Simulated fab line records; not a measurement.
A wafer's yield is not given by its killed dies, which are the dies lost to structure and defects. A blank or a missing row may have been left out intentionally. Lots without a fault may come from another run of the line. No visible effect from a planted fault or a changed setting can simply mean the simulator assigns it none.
fab line records	flow sky130
record lots=6	wafers=18	last-day=49
route steps=708 shown PWDE@52 NWELL@56 PAD_OPEN@708
lots that met no fault: taken from a fault-free run of the same line
start-h: start of the lot's first displayed wafer, in hours after the record's first day	wait-h: how many hours have passed since the lot's step before this one	" the same as in the row above	L1.1+2: one row covering several wafers at once	- no value, or no start given	* or withheld: withheld	< > ~ a bound
route shown NAME@n: NAME is a module with steps in the file, n the number in the route of the first one	usual: mean and standard deviation over wafers with no fault	same: alike in all rows	chamber/n: place in a boat	sites: readings site by site	_std_site: how widely they spread, as a standard deviation	_edge_site: the outer-site mean with the inner-site mean subtracted	radius-mm: for every site, how far away it sits from the centre of the wafer	mask NAME#n: copy n	behind: tool/chamber where the wafer was last shaped	hold: what put the lot on hold/how long, in hours/how the hold closed	device: the n, p or np transistor that did not switch	end of line: tests of these same wafers at the route's end	for a step that has no rows: nothing shown but its recipe	killed: not the wafer's yield, but the dies lost to structure and defects at the first sort	map: a wafer's dies, x killed, . not, _ none there
set.NAME: setting as actually run; set.NAME@STEP: the setting as run at that earlier step	model.NAME: the simulator's own value behind a step, which no gauge read
certain route steps with their lots: each step a table, each wafer a row
services: a tool's chamber out of use, with start hour (start-h, from the record's first day; less than 0 if before it), hours out, and reason
## steps
# step SKY_PWDE_OVL_MEAS_07
# usual PWDE_OVL=-0.6/1.4
lot.wafer	tool	chamber	start-h	wait-h	PWDE_OVL[nm]
L314.1	overlay-01	-	100.36	-	0.4
L314.3	"	-	"	"	-0.1
L314.5	"	-	"	"	0.4
L317.1	overlay-01	-	114.46	-	-1.0
L317.4	"	-	"	"	-0.6
L317.5	"	-	"	"	-3.0
L318.2	overlay-01	-	118.58	-	0.7
L318.3	"	-	"	"	1.1
L318.6	"	-	"	"	0.1
L319.2	overlay-02	-	123.08	-	-2.3
L319.3	"	-	"	"	0.0
L319.5	"	-	"	"	-1.6
L323.2	overlay-02	-	146.97	-	0.8
L323.5	"	-	"	"	-0.1
L323.6	"	-	"	"	1.5
L328.1	overlay-01	-	172.66	-	-0.1
L328.4	"	-	"	"	-1.0
L328.6	"	-	"	"	-1.2
# step SKY_PWDE_IMPLANT_08
# recipe species=B	energy-kev=150	dose-cm2=3.6e+12	tilt-deg=withheld
# step SKY_PWDE_STRIP_09
# recipe chemistry=O2/N2	power-w=1400	pressure-mtorr=1500	platen-temp-c=withheld	o2-flow-sccm=3000	n2-flow-sccm=300	overash-fraction=0.5
# usual drypump-motor-current-A=5.6/0.45	oes-product-au=0.722/0.0049	strip-time-to-endpoint-s=36.90/0.086
lot.wafer	tool	chamber	start-h	wait-h	drypump-motor-current-A	oes-product-au	rf-hours-counter-h	strip-time-to-endpoint-s
L314.1	plasma-asher-02	1	100.54	0.1	6.0	0.727	42	36.82
L314.3	"	0	"	"	5.4	0.722	-	36.83
L314.5	"	0	"	"	5.4	0.721	-	36.96
L317.1	plasma-asher-04	0	114.64	0.1	5.0	0.724	30	36.92
L317.4	"	0	"	"	5.0	0.718	-	37.04
L317.5	"	0	"	"	5.0	0.729	-	37.02
L318.2	plasma-asher-04	0	118.76	0.1	5.0	0.722	31	36.99
L318.3	"	1	"	"	5.6	0.715	-	36.87
L318.6	"	0	"	"	5.0	0.723	-	36.92
L319.2	plasma-asher-02	0	123.26	0.1	5.4	0.728	44	36.90
L319.3	"	1	"	"	6.0	0.725	-	36.92
L319.5	"	0	"	"	5.4	0.718	-	36.97
L323.2	plasma-asher-01	0	147.15	0.1	5.3	0.718	3	36.76
L323.5	"	0	"	"	5.3	0.722	-	36.81
L323.6	"	1	"	"	6.5	0.715	-	36.75
L328.1	plasma-asher-02	1	172.84	0.1	6.0	0.727	49	36.79
L328.4	"	1	"	"	6.1	0.728	-	36.90
L328.6	"	1	"	"	6.0	0.723	-	36.77
# step SKY_PWDE_TW_MEAS_10
# usual PWDE_TW=375.9/2.7
lot.wafer	tool	chamber	start-h	wait-h	PWDE_TW
L314.1	film-metro-03	-	100.64	0.1	377.3
L314.3	"	-	"	"	377.5
L314.5	"	-	"	"	379.4
L317.1	film-metro-02	-	114.74	0.1	372.8
L317.4	"	-	"	"	371.2
L317.5	"	-	"	"	373.7
L318.2	film-metro-01	-	118.87	0.1	377.6
L318.3	"	-	"	"	375.2
L318.6	"	-	"	"	376.8
L319.2	film-metro-01	-	123.37	0.1	378.4
L319.3	"	-	"	"	380.4
L319.5	"	-	"	"	380.3
L323.2	film-metro-01	-	147.26	0.1	376.9
L323.5	"	-	"	"	378.4
L323.6	"	-	"	"	376.8
L328.1	film-metro-03	-	172.94	0.1	374.4
L328.4	"	-	"	"	375.3
L328.6	"	-	"	"	374.7
# step SKY_NWELL_DEHYDRATE_03
# recipe temp-c=200	time-s=60
# step SKY_NWELL_HMDS_04
# recipe prime-time-s=60	prime-temp-c=120
# step SKY_NWELL_COAT_05
# recipe spin-rpm=2000	resist-thk-nm=3000
# step SKY_NWELL_SOFTBAKE_06
# recipe temp-c=110	time-s=withheld
# step SKY_NWELL_EXPOSE_07
# recipe mask-id=NWM	na=0.6	source-shape=conventional	sigma-outer=0.6	polarization=unpolarized	target-cd-nm=840	dose-mj=255
# step SKY_NWELL_PEB_08
# recipe temp-c=115	time-s=withheld
# step SKY_NWELL_DEVELOP_09
# recipe wall-angle-deg=90	developer=TMAH	develop-time-s=60	dev-temp-c=23
# step SKY_NWELL_OVL_MEAS_10
# usual NWELL_00_OVL=-0.7/1.1
lot.wafer	tool	chamber	start-h	wait-h	NWELL_00_OVL[nm]
L314.1	overlay-02	-	119.22	-	-1.9
L314.3	"	-	"	"	-2.0
L314.5	"	-	"	"	-1.0
L317.1	overlay-02	-	134.27	-	-0.9
L317.4	"	-	"	"	-1.3
L317.5	"	-	"	"	-0.4
L318.2	overlay-01	-	137.47	-	-0.5
L318.3	"	-	"	"	-2.5
L318.6	"	-	"	"	-1.5
L319.2	overlay-02	-	142.27	-	0.2
L319.3	"	-	"	"	-0.3
L319.5	"	-	"	"	-2.1
L323.2	overlay-02	-	167.47	-	-0.3
L323.5	"	-	"	"	-2.4
L323.6	"	-	"	"	-2.2
L328.1	overlay-02	-	194.97	-	-1.3
L328.4	"	-	"	"	0.9
L328.6	"	-	"	"	-0.4
# step SKY_NWELL_IMPLANT_11
# recipe species=P	energy-kev=404.3	dose-cm2=1.9e+13	tilt-deg=withheld
# usual beam-on-s=10.02/0.19	dose-ions-cm2=1.9e+13/2e+10	faraday-current-uA=106.9/2
lot.wafer	tool	chamber	start-h	wait-h	beam-on-s	dose-ions-cm2	faraday-current-uA
L314.1	implanter-01	0	119.26	0.0	9.97	1.8975e+13	107.5
L314.3	"	0	"	"	9.89	1.899e+13	108.6
L314.5	"	0	"	"	9.72	1.8979e+13	110.1
L317.1	implanter-03	0	134.30	0.0	10.10	1.8985e+13	106.2
L317.4	"	0	"	"	9.97	1.8996e+13	106.9
L317.5	"	0	"	"	10.09	1.8971e+13	106.1
L318.2	implanter-03	0	137.53	0.0	10.18	2.1365e+13	117.8
L318.3	"	0	"	"	10.16	2.1336e+13	118.0
L318.6	"	0	"	"	9.87	2.1347e+13	122.4
L319.2	implanter-02	0	142.33	0.0	9.82	1.8971e+13	108.3
L319.3	"	0	"	"	10.31	1.9009e+13	103.4
L319.5	"	0	"	"	9.91	1.9023e+13	108.3
L323.2	implanter-03	0	167.53	0.0	9.96	2.1349e+13	121.4
L323.5	"	0	"	"	9.90	2.1355e+13	121.6
L323.6	"	0	"	"	9.88	2.1321e+13	121.7
L328.1	implanter-02	0	195.00	0.0	9.66	1.8995e+13	111.2
L328.4	"	0	"	"	10.47	1.9007e+13	102.0
L328.6	"	0	"	"	9.97	1.9008e+13	107.9
# step SKY_NWELL_IMPLANT_12
# recipe species=P	energy-kev=120	dose-cm2=1.3e+12	tilt-deg=withheld
# step SKY_NWELL_IMPLANT_13
# recipe species=P	energy-kev=50	dose-cm2=7e+11	tilt-deg=withheld
# step SKY_NWELL_STRIP_14
# recipe chemistry=O2/N2	power-w=1400	pressure-mtorr=1500	platen-temp-c=withheld	o2-flow-sccm=3000	n2-flow-sccm=300	overash-fraction=0.5
# usual drypump-motor-current-A=5.7/0.5	oes-product-au=0.723/0.0044	strip-time-to-endpoint-s=36.93/0.088
lot.wafer	tool	chamber	start-h	wait-h	drypump-motor-current-A	oes-product-au	rf-hours-counter-h	strip-time-to-endpoint-s
L314.1	plasma-asher-01	0	119.71	0.1	5.3	0.723	0	36.86
L314.3	"	0	"	"	5.3	0.726	-	36.85
L314.5	"	1	"	"	6.5	0.723	-	36.81
L317.1	plasma-asher-01	1	134.75	0.1	6.5	0.721	2	36.89
L317.4	"	1	"	"	6.5	0.720	-	36.88
L317.5	"	0	"	"	5.3	0.724	-	36.90
L318.2	plasma-asher-01	1	137.95	0.1	6.5	0.718	2	37.01
L318.3	"	1	"	"	6.5	0.730	-	36.91
L318.6	"	0	"	"	5.3	0.724	-	36.92
L319.2	plasma-asher-02	0	142.75	0.1	5.4	0.723	46	36.89
L319.3	"	1	"	"	6.0	0.720	-	36.92
L319.5	"	1	"	"	6.0	0.732	-	37.02
L323.2	plasma-asher-01	1	167.95	0.1	6.5	0.718	5	37.01
L323.5	"	1	"	"	6.5	0.731	-	37.08
L323.6	"	0	"	"	5.3	0.721	-	36.96
L328.1	plasma-asher-02	1	195.45	0.1	6.1	0.732	52	37.14
L328.4	"	1	"	"	6.1	0.721	-	36.99
L328.6	"	0	"	"	5.4	0.723	-	37.08
# step SKY_NWELL_TW_MEAS_15
# usual NWELL_TW=1833/15
lot.wafer	tool	chamber	start-h	wait-h	NWELL_TW
L314.1	film-metro-02	-	119.81	0.1	1812
L314.3	"	-	"	"	1807
L314.5	"	-	"	"	1810
L317.1	film-metro-02	-	134.85	0.1	1824
L317.4	"	-	"	"	1824
L317.5	"	-	"	"	1817
L318.2	film-metro-01	-	138.06	0.1	1924
L318.3	"	-	"	"	1923
L318.6	"	-	"	"	1931
L319.2	film-metro-02	-	142.86	0.1	1819
L319.3	"	-	"	"	1821
L319.5	"	-	"	"	1827
L323.2	film-metro-02	-	168.06	0.1	1886
L323.5	"	-	"	"	1880
L323.6	"	-	"	"	1885
L328.1	film-metro-03	-	195.55	0.1	1831
L328.4	"	-	"	"	1843
L328.6	"	-	"	"	1838
# step SKY_NWELL_DEHYDRATE_16
# recipe temp-c=200	time-s=60
# step SKY_NWELL_HMDS_17
# recipe prime-time-s=60	prime-temp-c=120
# step SKY_NWELL_COAT_18
# recipe spin-rpm=2000	resist-thk-nm=3000
# step SKY_NWELL_SOFTBAKE_19
# recipe temp-c=110	time-s=withheld
# step SKY_NWELL_EXPOSE_20
# recipe mask-id=NWM_COMPLEMENT	na=0.6	source-shape=conventional	sigma-outer=0.6	polarization=unpolarized	target-cd-nm=840	dose-mj=260
# step SKY_NWELL_PEB_21
# recipe temp-c=115	time-s=withheld
# step SKY_NWELL_DEVELOP_22
# recipe wall-angle-deg=90	developer=TMAH	develop-time-s=60	dev-temp-c=23
# step SKY_NWELL_OVL_MEAS_23
# usual NWELL_01_OVL=0.4/1.3
lot.wafer	tool	chamber	start-h	wait-h	NWELL_01_OVL[nm]
L314.1	overlay-02	-	138.77	-	1.0
L314.3	"	-	"	"	1.7
L314.5	"	-	"	"	-0.5
L317.1	overlay-01	-	153.67	-	1.6
L317.4	"	-	"	"	1.5
L317.5	"	-	"	"	0.9
L318.2	overlay-02	-	157.92	-	-1.1
L318.3	"	-	"	"	-1.6
L318.6	"	-	"	"	-0.5
L319.2	overlay-02	-	162.82	-	-0.6
L319.3	"	-	"	"	-0.2
L319.5	"	-	"	"	0.0
L323.2	overlay-02	-	188.82	-	-0.6
L323.5	"	-	"	"	-1.2
L323.6	"	-	"	"	-1.9
L328.1	overlay-01	-	216.81	-	0.4
L328.4	"	-	"	"	-0.6
L328.6	"	-	"	"	-0.1
# step SKY_NWELL_IMPLANT_24
# recipe species=B	energy-kev=142	dose-cm2=9.2e+12	tilt-deg=withheld
# step SKY_NWELL_STRIP_25
# recipe chemistry=O2/N2	power-w=1400	pressure-mtorr=1500	platen-temp-c=withheld	o2-flow-sccm=3000	n2-flow-sccm=300	overash-fraction=0.5
# usual drypump-motor-current-A=5.7/0.46	oes-product-au=0.722/0.0047	strip-time-to-endpoint-s=36.89/0.09
lot.wafer	tool	chamber	start-h	wait-h	drypump-motor-current-A	oes-product-au	rf-hours-counter-h	strip-time-to-endpoint-s
L314.1	plasma-asher-02	1	138.95	0.1	6.0	0.722	46	36.97
L314.3	"	1	"	"	6.1	0.719	-	36.95
L314.5	"	0	"	"	5.4	0.724	-	36.96
L317.1	plasma-asher-01	1	153.85	0.1	6.5	0.717	3	36.89
L317.4	"	1	"	"	6.5	0.726	-	36.89
L317.5	"	0	"	"	5.3	0.720	-	36.82
L318.2	plasma-asher-02	0	158.10	0.1	5.4	0.726	47	36.94
L318.3	"	0	"	"	5.4	0.728	-	36.92
L318.6	"	1	"	"	6.1	0.720	-	36.87
L319.2	plasma-asher-03	0	163.00	0.1	5.5	0.722	48	36.83
L319.3	"	0	"	"	5.5	0.723	-	36.99
L319.5	"	0	"	"	5.6	0.715	-	36.77
L323.2	plasma-asher-02	1	189.00	0.1	6.0	0.720	51	36.94
L323.5	"	1	"	"	6.0	0.718	-	36.94
L323.6	"	0	"	"	5.4	0.729	-	37.09
L328.1	plasma-asher-02	0	217.00	0.1	5.4	0.727	54	36.85
L328.4	"	1	"	"	6.1	0.718	-	36.77
L328.6	"	0	"	"	5.4	0.733	-	36.85
# step SKY_NWELL_TW_MEAS_26
# usual NWELL_2_TW=499/3.3
lot.wafer	tool	chamber	start-h	wait-h	NWELL_2_TW
L314.1	film-metro-02	-	139.05	0.1	497
L314.3	"	-	"	"	498
L314.5	"	-	"	"	497
L317.1	film-metro-02	-	153.95	0.1	494
L317.4	"	-	"	"	494
L317.5	"	-	"	"	497
L318.2	film-metro-01	-	158.21	0.1	500
L318.3	"	-	"	"	499
L318.6	"	-	"	"	501
L319.2	film-metro-01	-	163.11	0.1	502
L319.3	"	-	"	"	502
L319.5	"	-	"	"	500
L323.2	film-metro-03	-	189.11	0.1	499
L323.5	"	-	"	"	502
L323.6	"	-	"	"	500
L328.1	film-metro-02	-	217.10	0.1	495
L328.4	"	-	"	"	494
L328.6	"	-	"	"	494
# step SKY_NWELL_CLEAN_27
# recipe chemistry=SC1/SC2	mix=1:4:20	temp-c=70	time-s=150	dry=n2-spin
# step SKY_NWELL_RTA_28
# recipe temp-c=1050	time-s=30	idle-temp-c=650	ramp-up-c-per-s=150	ramp-down-c-per-s=90	ambient=N2
# usual anneal-temp-c-max=1053.9/0.67	lamp-power-pct=25.30/0.054	wafer_temp_C_max=1054.8/0.95
lot.wafer	tool	chamber	start-h	wait-h	anneal-temp-c-max	lamp-power-pct	wafer_temp_C_max
L314.1	rtp-anneal-02	0	139.17	0.0	1054.5	25.33	1055.1
L314.3	"	0	"	"	1054.3	25.33	1055.1
L314.5	"	0	"	"	1054.0	25.33	1055.0
L317.1	rtp-anneal-01	0	154.07	0.0	1053.8	25.23	1054.6
L317.4	"	0	"	"	1055.3	25.22	1057.1
L317.5	"	0	"	"	1055.1	25.24	1056.1
L318.2	rtp-anneal-02	0	158.34	0.0	1053.9	25.33	1054.5
L318.3	"	0	"	"	1055.4	25.31	1054.7
L318.6	"	0	"	"	1053.4	25.21	1055.2
L319.2	rtp-anneal-01	0	163.24	0.0	1052.6	25.34	1054.6
L319.3	"	0	"	"	1054.1	25.24	1054.8
L319.5	"	0	"	"	1053.9	25.31	1055.2
L323.2	rtp-anneal-01	0	189.23	0.0	1053.4	25.26	1056.6
L323.5	"	0	"	"	1053.8	25.30	1055.8
L323.6	"	0	"	"	1055.5	25.29	1054.2
L328.1	rtp-anneal-01	0	217.22	0.0	1053.9	25.28	1055.0
L328.4	"	0	"	"	1053.4	25.28	1054.6
L328.6	"	0	"	"	1053.5	25.33	1056.4
# step SKY_NWELL_RS_MEAS_29
# recipe thk-meas-gauge=four-point-probe
# usual NWELL_RS=622.9/2.2
lot.wafer	tool	chamber	start-h	wait-h	NWELL_RS[ohm/sq]
L314.1	film-metro-01	-	139.27	0.1	624.1
L314.3	"	-	"	"	625.2
L314.5	"	-	"	"	624.2
L317.1	film-metro-02	-	154.17	0.1	621.6
L317.4	"	-	"	"	622.1
L317.5	"	-	"	"	622.7
L318.2	film-metro-02	-	158.44	0.1	583.8
L318.3	"	-	"	"	583.2
L318.6	"	-	"	"	583.3
L319.2	film-metro-02	-	163.34	0.1	622.1
L319.3	"	-	"	"	621.3
L319.5	"	-	"	"	622.7
L323.2	film-metro-01	-	189.33	0.1	583.2
L323.5	"	-	"	"	582.2
L323.6	"	-	"	"	583.4
L328.1	film-metro-03	-	217.32	0.1	625.9
L328.4	"	-	"	"	625.6
L328.6	"	-	"	"	625.9
# step SKY_PAD_OPEN_PROBE_99
# usual killed_at_M0_to_M3=42/7.2	killed_at_M4_up=3.5/1.8	killed-at-contacts=25/5.7	killed-at-front-end=16/4.6	killed-at-other=0.2/0.41	killed-dies=86/9.3	killed-open=47/6.3	killed-short=39/5.9
# same gross-dies=492	killed-at-back-side=0
lot.wafer	tool	chamber	start-h	wait-h	killed_at_M0_to_M3	killed_at_M4_up	killed-at-contacts	killed-at-front-end	killed-at-other	killed-dies	killed-open	killed-short	model.etest.nfet_16v.r-on-ohm-um	model.etest.res-nwell.line-ohm-um	model.etest.res-nwell.rs-ohm-sq
L314.1	prober-02	-	1114.39	0.1	35	6	36	14	0	91	57	34	1.396e+04	1090	934.9
L314.3	prober-02	-	1114.49	0.2	48	5	26	28	1	108	58	50	1.403e+04	1074	915.7
L314.5	prober-02	-	1114.59	0.2	43	3	32	13	0	91	57	34	1.404e+04	1108	926.8
L317.1	prober-01	-	1131.63	0.1	37	6	35	13	1	92	51	41	1.405e+04	1136	963.4
L317.4	prober-01	-	1131.78	0.2	33	9	30	10	0	82	45	37	1.424e+04	1172	992.5
L317.5	prober-01	-	1131.83	0.2	40	5	33	29	0	107	56	51	1.401e+04	1116	939
L318.2	prober-02	-	1133.62	0.1	39	5	22	23	0	89	50	39	1.351e+04	1010	845.2
L318.3	prober-02	-	1133.67	0.2	33	1	22	14	1	71	43	28	1.352e+04	1027	865.8
L318.6	prober-02	-	1133.82	0.2	44	4	21	12	0	81	39	42	1.356e+04	1030	858.7
L319.2	prober-01	-	1143.91	0.1	58	1	22	13	0	94	57	37	1.426e+04	1105	903.1
L319.3	prober-01	-	1143.96	0.2	43	3	19	15	0	80	39	41	1.427e+04	1077	911.1
L319.5	prober-01	-	1144.06	0.2	50	6	29	21	0	106	55	51	1.417e+04	1103	902.7
L323.2	prober-01	-	1164.03	0.1	52	2	29	10	0	93	55	38	1.366e+04	1049	899.6
L323.5	prober-01	-	1164.18	0.2	41	6	20	15	0	82	47	35	1.354e+04	1028	846.1
L323.6	prober-01	-	1164.23	0.2	41	5	18	14	0	78	44	34	1.365e+04	1030	868.5
L328.1	prober-02	-	1183.35	0.1	51	2	18	23	0	94	52	42	1.422e+04	1072	897.9
L328.4	prober-02	-	1183.50	0.2	41	2	24	17	0	84	46	38	1.426e+04	1119	925.5
L328.6	prober-02	-	1183.60	0.2	56	3	15	19	1	94	48	46	1.419e+04	1071	896.8
# killed by level:class
L314.1 LI_CONTACT:geometric-particle:open=13 CONTACT:geometric-particle:open=13 VIA1:geometric-particle:open=10 FIELD_ISO:geometric-particle:open=6 VIA2:geometric-particle:open=6 POLY_GATE:geometric-particle:short=5 VIA3:geometric-particle:open=5 LI_CONTACT:geometric-particle:short=4
L314.3 VIA1:geometric-particle:open=12 CONTACT:geometric-particle:open=10 FIELD_ISO:geometric-particle:open=9 VIA2:geometric-particle:open=9 VIA3:geometric-particle:short=8 FIELD_ISO:geometric-particle:short=5 LOCAL_INTERCONNECT:geometric-particle:short=5 VIA1:geometric-particle:short=5
L314.5 VIA1:geometric-particle:open=15 CONTACT:geometric-particle:open=15 CONTACT:geometric-particle:short=7 VIA2:geometric-particle:open=7 VIA3:geometric-particle:open=7 LI_CONTACT:geometric-particle:open=5 VIA2:geometric-particle:short=5 FIELD_ISO:geometric-particle:short=4
L317.1 CONTACT:geometric-particle:open=14 CONTACT:geometric-particle:short=9 VIA1:geometric-particle:open=9 LI_CONTACT:geometric-particle:open=8 METAL1:geometric-particle:short=7 VIA3:geometric-particle:open=5 VIA2:geometric-particle:open=5 FIELD_ISO:geometric-particle:short=4
L317.4 LI_CONTACT:geometric-particle:open=9 CONTACT:geometric-particle:open=9 METAL4:geometric-particle:short=8 VIA1:geometric-particle:open=7 VIA1:geometric-particle:short=6 VIA3:geometric-particle:open=6 CONTACT:geometric-particle:short=5 VIA2:geometric-particle:open=5
L317.5 CONTACT:geometric-particle:open=14 POLY_GATE:geometric-particle:short=10 VIA3:geometric-particle:open=7 VIA1:geometric-particle:open=7 FIELD_ISO:geometric-particle:open=6 FIELD_ISO:geometric-particle:short=6 POLY_GATE:geometric-particle:open=5 LI_CONTACT:geometric-particle:open=5
L318.2 CONTACT:geometric-particle:open=10 VIA1:geometric-particle:open=8 LI_CONTACT:geometric-particle:open=6 POLY_GATE:geometric-particle:open=5 VIA3:geometric-particle:open=5 FIELD_ISO:geometric-particle:short=4 POLY_GATE:geometric-particle:short=4 VIA1:geometric-particle:short=4
L318.3 VIA1:geometric-particle:open=11 CONTACT:geometric-particle:open=10 VIA2:geometric-particle:open=6 METAL1:geometric-particle:short=5 VIA3:geometric-particle:open=5 LI_CONTACT:geometric-particle:open=4 VIA1:geometric-particle:short=4 FIELD_ISO:geometric-particle:open=3
L318.6 VIA1:geometric-particle:open=12 CONTACT:geometric-particle:open=8 POLY_GATE:geometric-particle:short=6 METAL1:geometric-particle:short=6 LI_CONTACT:geometric-particle:open=5 VIA2:geometric-particle:open=5 LOCAL_INTERCONNECT:geometric-particle:short=4 VIA1:geometric-particle:short=4
L319.2 VIA1:geometric-particle:open=14 CONTACT:geometric-particle:open=11 VIA2:geometric-particle:open=8 METAL3:geometric-particle:short=7 METAL1:geometric-particle:short=7 LI_CONTACT:geometric-particle:open=6 VIA1:geometric-particle:short=6 METAL2:geometric-particle:open=6
L319.3 POLY_GATE:geometric-particle:short=8 CONTACT:geometric-particle:open=8 METAL1:geometric-particle:short=6 VIA2:geometric-particle:open=6 VIA1:geometric-particle:open=6 METAL2:geometric-particle:short=6 LI_CONTACT:geometric-particle:open=5 VIA3:geometric-particle:open=5
L319.5 VIA1:geometric-particle:open=13 CONTACT:geometric-particle:open=11 VIA1:geometric-particle:short=10 POLY_GATE:geometric-particle:short=6 LI_CONTACT:geometric-particle:open=6 METAL1:geometric-particle:short=6 VIA3:geometric-particle:open=6 FIELD_ISO:geometric-particle:short=5
L323.2 LI_CONTACT:geometric-particle:open=13 VIA1:geometric-particle:open=10 VIA3:geometric-particle:open=10 VIA2:geometric-particle:open=8 CONTACT:geometric-particle:open=7 METAL2:geometric-particle:short=6 LOCAL_INTERCONNECT:geometric-particle:short=5 METAL1:geometric-particle:short=4
L323.5 VIA1:geometric-particle:open=13 CONTACT:geometric-particle:open=8 VIA3:geometric-particle:open=7 LOCAL_INTERCONNECT:geometric-particle:short=6 POLY_GATE:geometric-particle:short=4 CONTACT:geometric-particle:short=4 METAL2:geometric-particle:short=4 VIA2:geometric-particle:open=4
L323.6 VIA1:geometric-particle:open=9 VIA2:geometric-particle:open=8 CONTACT:geometric-particle:open=7 METAL2:geometric-particle:short=7 POLY_GATE:geometric-particle:short=5 POLY_GATE:geometric-particle:open=4 VIA3:geometric-particle:open=4 LI_CONTACT:geometric-particle:short=3
L328.1 VIA1:geometric-particle:open=14 POLY_GATE:geometric-particle:open=8 VIA2:geometric-particle:open=8 VIA1:geometric-particle:short=8 CONTACT:geometric-particle:open=7 CONTACT:geometric-particle:short=6 FIELD_ISO:geometric-particle:short=4 POLY_CUT:geometric-particle:open=4
L328.4 VIA1:geometric-particle:open=9 CONTACT:geometric-particle:open=8 VIA2:geometric-particle:open=7 POLY_GATE:geometric-particle:short=6 VIA3:geometric-particle:open=6 LI_CONTACT:geometric-particle:open=5 CONTACT:geometric-particle:short=5 METAL1:geometric-particle:short=5
L328.6 VIA1:geometric-particle:open=15 METAL1:geometric-particle:short=8 VIA3:geometric-particle:open=7 VIA1:geometric-particle:short=6 VIA2:geometric-particle:open=6 VIA2:geometric-particle:short=6 POLY_GATE:geometric-particle:open=5 POLY_GATE:geometric-particle:short=4
## services
tool	chamber	start-h	hours	kind
implanter-02	-	80.75	3.4	pm
plasma-asher-01	-	108.75	9.0	pm
plasma-asher-01	0	108.75	9.0	vent-cycle
plasma-asher-01	1	108.75	9.0	vent-cycle
plasma-asher-01	0	117.75	-	clean
plasma-asher-01	1	117.75	-	clean
implanter-02	-	122.81	6.5	repair
implanter-01	-	162.35	118.8	pm
plasma-asher-04	-	163.58	28.1	pm
plasma-asher-03	-	188.70	0.5	repair
plasma-asher-03	-	197.39	1.3	repair
implanter-03	-	207.90	7.8	pm
implanter-03	-	211.89	4.1	repair
## key
first-sign step=SKY_NWELL_IMPLANT_11	reading=dose-ions-cm2	direction=up	sigmas=99+	usual=*	struck=*
effect step=SKY_NWELL_IMPLANT_11	reading=faraday-current-uA	direction=up	sigmas=6.8	usual=106.9	struck=120.5
effect step=SKY_NWELL_TW_MEAS_15	reading=NWELL_TW	direction=up	sigmas=4.7	usual=1833	struck=1905
effect step=SKY_NWELL_RS_MEAS_29	reading=NWELL_RS	direction=down	sigmas=18	usual=622.9	struck=583.2
model-effect step=SKY_PAD_OPEN_PROBE_99	value=etest.nfet_16v.r-on-ohm-um	without=1.402e+04	struck=1.358e+04
met-at SKY_NWELL_IMPLANT_11
struck-wafers L318.2,L318.3,L318.6,L323.2,L323.5,L323.6
tester-left-out L318,L323
onset-between 134.30 137.53
fault kind=process-parameter-drift	tool=implanter-03	chamber=-	onset-h=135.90	steps=SKY_NWELL_IMPLANT_11	channel=dose-cm2	offset=*	shape=step	end-h=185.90	acts-in=*	stated=*
# tester-left-out: of these lots the tester's yield and bins aren't shown, on N5 and GAA mostly nor the transistor test; their killed dies are dies lost to structure and defects alone, not to doping, threshold or leakage, so they don't give the yield
